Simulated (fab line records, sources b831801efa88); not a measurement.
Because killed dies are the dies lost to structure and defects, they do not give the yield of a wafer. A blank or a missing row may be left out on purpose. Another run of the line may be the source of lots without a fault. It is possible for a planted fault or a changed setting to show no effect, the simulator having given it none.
Problem report in the 8D (eight disciplines) form, filled by code :: flow gf180mcu :: the parts of the form that need people (team, actions taken, sign-off) are left out

## 1. THE PROBLEM
rf-fwd-power-W at GF_MIM_CVD_05 reads a mean of 376.5 W on 1 wafer of 1 lot; wafers without a fault read 443.3 W with a standard deviation of 2.4. That is -28 standard deviations from the usual mean.
The step: deposits Si3N4, target thk 42 nm, time 29.086 s.
The first sign was on wafer L819.4 at day 31 06:49, on pecvd-02. The record holds 36 wafers of 12 lots with a number at this step. The rule behind "out" and "out of limits": a value lying over 4 standard deviations away from the usual mean. Any other wafer with a number is counted as sound.

## 2. WHAT IT IS, WHAT IT ISN'T
question: which readings at this step
is: rf-fwd-power-W
is not: heater-power-w

question: which lots
is: L819
is not: L798, L799, L801, L804, L805, L807, L810, L811, L812, L816, L820

question: which wafers of those lots
is: L819.4
is not: L819.1, L819.3

question: read on which tools
is: pecvd-02
is not: pecvd-01, pecvd-04

question: when
is: from day 31 06:49
is not: up to then (32 sound wafers); but 3 sound wafers of L820 came after

## 3. WHAT RULES OUT EACH SUSPECT
Counting: any tool at a process step up to the reading remains a suspect provided it ran every lot that is out. Sound lots after the first of them don't rule it out here, since some wafers of a struck lot are sound.
- pvd-sputter-04 at GF_V4_SPUTTER_22 (material TiN, target thk 10 nm, time 40 s): kept. It ran the lot that is out, L819 (day 31 05:58); its last sound lot up to then is L816 (day 30 09:22).
- cmp-02 at GF_V4_CMP_26 (polishes, stops on SiO2, t overpolish 15 s, target thk 0 nm): kept. It ran the lot that is out, L819 (day 31 06:18); its last sound lot up to then is L816 (day 30 09:42).
- pecvd-02 at GF_MIM_CVD_05 (deposits Si3N4, target thk 42 nm, time 29.086 s): kept. It ran the lot that is out, L819 (day 31 06:49); its last sound lot up to then is L812 (day 29 08:37). Its own rf-fwd-power-W readings are out on those wafers.
- cmp-02, GF_V4_CMP_26: wafers that are out in chamber 3, sound lot-mates in chambers 0, 2.
- pecvd-02, GF_MIM_CVD_05: wafers that are out in chamber 0, sound lot-mates in chambers 1, 2.
The count leaves pvd-sputter-04 at GF_V4_SPUTTER_22, cmp-02 at GF_V4_CMP_26, and pecvd-02 at GF_MIM_CVD_05.

## 4. THE CAUSE (what the simulator had put in)
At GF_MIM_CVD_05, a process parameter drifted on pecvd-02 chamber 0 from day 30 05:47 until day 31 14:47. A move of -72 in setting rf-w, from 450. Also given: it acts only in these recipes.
3 suspects survive the count, and this tool is in that group.

## 5. THE CHAIN OF EFFECTS, in route order
Rows list readings where the struck wafers' mean (over those with a number) sits beyond 3 standard deviations from the usual. Readings are gone through only where the record gives a usual standard deviation; hours: the median, over the lots, of the time from a lot's start at the first step in this table giving one to that lot's start at this step; sigmas: the change measured in usual standard deviations.
hours: 0
step: GF_MIM_CVD_05
reading: rf-fwd-power-W
usual: 443.3 W
on struck wafers: 376.5
change: -66.8
sigmas: -28

hours: 0
step: GF_MIM_THK_MEAS_06
reading: MIM_CVD_05_THK
usual: 42.1 nm
on struck wafers: 40.4
change: -1.7
sigmas: -3.6
Its process steps:
- GF_MIM_CVD_05: deposits Si3N4, target thk 42 nm, time 29.086 s.

## 6. WHAT WOULD HAVE CAUGHT IT SOONER
First out-of-limits reading in this record: day 31 06:49, which is 25 hours after fault onset at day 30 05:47.
